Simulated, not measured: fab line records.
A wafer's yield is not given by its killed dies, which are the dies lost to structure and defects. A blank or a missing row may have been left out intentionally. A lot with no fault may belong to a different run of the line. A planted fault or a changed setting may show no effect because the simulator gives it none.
A lot that was struck, set against a sound lot	flow sky130	16 steps out of a route of 708
Sound: the wafers L386.2, L386.3, L386.6. Wafers struck: L393.2, L393.4, L393.5. At the end, the cause is stated.
For every step that has rows: the tool of each side, followed by ch and its chambers, followed by its first start. Under that, the readings that differ: sound wafers	struck wafers	difference of the means	sigmas: that difference in standard deviations of wafers without a fault.
alike: readings whose means differ by less than 2 such deviations, and words and numbers that are the same on both sides. not compared: withheld readings, readings that some wafer has no value for, bounds like >300 that may hide the same value, and numbers for which the record gives no deviation and whose values overlap.
A row with sigmas, a row that says differs or no value, or rows on one side alone: a step with any of these is where the two part. Numbers that don't overlap but have no deviation are shown without sigmas and don't part them. A reading missing from all wafers of one side parts the sides only when that side holds two or more wafers.

first, 3 steps without rows for these wafers: SKY_SONOS_TUNNEL_EXPOSE_04 (exposes mask TUNM, target cd 410 nm); SKY_SONOS_TUNNEL_PEB_05; SKY_SONOS_TUNNEL_DEVELOP_06 (develop time 60 s).
SKY_SONOS_TUNNEL_CD_MEAS_07: target cd 410 nm.
  sound: cd sem-02 at day 11 20:55; struck: cd sem-01 at day 14 06:04
  alike: cd nm
SKY_SONOS_TUNNEL_OVL_MEAS_08:
  sound: overlay-01 at day 11 21:01; struck: overlay-01 at day 14 06:11
  alike: SONOS_TUNNEL_OVL
then, 3 steps without rows for these wafers: SKY_SONOS_TUNNEL_IMPLANT_09; SKY_SONOS_TUNNEL_WET_ETCH_10 (etches SiO2 in dHF, target depth 14 nm, time 280 s); SKY_SONOS_TUNNEL_STRIP_11 (strips in SPM, time 600 s).
SKY_SONOS_TUNNEL_TW_MEAS_12:
  sound: film metro-02 at day 11 21:28; struck: film metro-02 at day 14 06:42
reading	sound	struck	difference	sigmas
SONOS_TUNNEL_TW	198.3 198.0 197.9	201.0 200.0 201.3	+2.7	+2
then, 2 steps without rows for these wafers: SKY_SONOS_TUNNEL_CLEAN_13 (cleans in dHF, time 20 s); SKY_SONOS_ONO_OXIDATION_00 (stabilise 600 s, purge 300 s, target thk 2.6 nm).
SKY_SONOS_ONO_THK_MEAS_01:
  sound: film metro-04 at day 12 01:31; struck: film metro-03 at day 14 08:28
  alike: SONOS_ONO_OXIDATION_THK
SKY_SONOS_ONO_CVD_02: deposits Si3N4 from DCS/NH3, target thk 10.5 nm, time 180 s.
  sound on lpcvd-02 ch 1, day 12 02:16; struck on lpcvd-02 ch 0, day 14 10:41
reading	sound	struck	difference	sigmas
spike tc bottom C (C)	790.2 790.4 791.6	803.2 806.4 804.7	+14.0	+8
spike tc centre C (C)	774.4 772.3 770.0	781.0 782.3 782.2	+9.6	+7
spike tc lower C (C)	769.2 770.5 770.1	781.1 781.6 780.7	+11.2	+11
spike tc top C (C)	775.3 773.5 773.9	792.6 790.1 790.6	+16.9	+6
spike tc upper C (C)	769.4 771.3 770.5	783.6 782.4 782.0	+12.3	+10
susceptor temp C (C)	769.8 770.1 769.6	781.6 781.6 781.6	+11.8	+33
zone power centre pct (%)	13.30 13.42 13.21	13.59 13.65 13.58	+0.30	+2
model.Si3N4_of_SONOS_ONO_CVD_02.thk nm (nm)	10.33 10.32 10.34	13 12.92 12.97	+3	
SKY_SONOS_ONO_THK_MEAS_03:
  sound: film metro-04 at day 12 03:19; struck: film metro-03 at day 14 11:44
reading	sound	struck	difference	sigmas
SONOS_ONO_CVD_02_THK (nm)	10.28 10.31 10.33	13.05 12.92 12.97	+2.67	+19
then, 1 step without rows for these wafers: SKY_SONOS_ONO_CVD_04 (deposits SiO2 from SiH4/N2O, target thk 5.7199 nm).
-- here the record skips 33 days between the struck wafers' starts before and after, leaving off in module SONOS_ONO and picking up in module PAD_OPEN (first step shown: number 708 of the route) --
SKY_PAD_OPEN_PROBE_99:
  sound: prober-02 at day 46 12:19; struck: prober-01 at day 47 23:36
reading	sound	struck	difference	sigmas
killed at other	0 0 0	2 2 0	+1	+3
model.etest.sonos erased.drive ua um	181.3 182.7 196.2	121.8 105 110.5	-74.3	
model.etest.sonos uncharged.r on ohm um	786 796.8 792	854.3 847.6 840.5	+55.9	
model.etest.sonos programmed.off log10 a um	-13.87 -13.93 -14.01	-12.12 -11.97 -11.39	+2.11	
model.etest.cap ono.gate log10 a cm2	-7.66 -7.784 -7.77	-9.556 -9.468 -9.54	-1.783	
model.etest.cap ono.gate bv v (V)	16.09 15.88 16.68	17.68 17.78 17.82	+1.54	
model.etest.cap ono.tox acc nm (nm)	12.69 12.72 12.75	14.16 14.12 14.17	+1.43	
model.etest.sonos programmed.vt v (V)	1.574 1.481 1.471	0.7698 0.7857 0.7546	-0.7386	
model.etest.sonos erased.vt v (V)	-2.347 -2.331 -2.336	-1.526 -1.535 -1.553	+0.800	
  alike: killed_at_M0_to_M3, killed_at_M4_up, killed at contacts, killed at front end, killed dies, killed open, killed short

WHERE THEY PART
At SKY_SONOS_TUNNEL_TW_MEAS_12 first; at SKY_PAD_OPEN_PROBE_99 last (within this record only).

WHY: whatever the simulator had introduced
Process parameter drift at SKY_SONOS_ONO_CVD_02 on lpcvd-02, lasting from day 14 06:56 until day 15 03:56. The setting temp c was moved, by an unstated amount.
